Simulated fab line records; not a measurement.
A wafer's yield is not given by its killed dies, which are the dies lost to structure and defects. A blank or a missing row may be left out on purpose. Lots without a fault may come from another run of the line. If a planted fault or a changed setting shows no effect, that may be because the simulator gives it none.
Chamber matching	flow sky130	SKY_VIA1_ETCH_15 on rie_diel-02 has 4 sister chambers
The step etches SiO2 in C4F8/O2/Ar, stops on TiN, target depth 351 nm, time 54 s. 4 wafers are shown with their chamber, then 7 later ones without.

== WAFERS WITH THEIR CHAMBER ==
wafer	chamber	oes_product_au (a.u.)
L881.6	0	0.979
L898.1	2	0.973
L900.1	3	0.991
L900.3	1	0.981

== WAFERS WITH NO CHAMBER GIVEN ==
wafer	oes_product_au (a.u.)
L900.4	0.981
L901.3	0.969
L901.4	0.984
L901.6	0.978
L902.2	0.985
L902.4	0.979
L902.5	0.978

== CHAMBER TAKEN BY EACH ==
wafer	from the rows above	in truth
L900.4	can't be placed: 1 or 0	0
L901.3	2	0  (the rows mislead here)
L901.4	can't be placed: 1 or 0 or 3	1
L901.6	can't be placed: 0 or 1 or 2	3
L902.2	can't be placed: 1 or 0 or 3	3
L902.4	can't be placed: 0 or 1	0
L902.5	can't be placed: 0 or 1 or 2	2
0 of 7 placed correctly. Cannot be placed on the basis of these rows: 6; the candidates contain the true chamber in 5. Wrongly placed: 1.
How it was worked out, from the rows above alone: a wafer's distance from a chamber is the root of the sum, over the readings, of the square of ((its reading less the chamber's mean) divided by the reading's scatter). If the next closest chamber is less than 2 further off than the closest, the wafer can't be placed; otherwise it belongs to the closest. For every chamber, the mean is computed from those of its wafers that are shown. The scatter: root of mean squared gap, hidden wafer to nearest shown wafer, with one shown wafer a chamber.
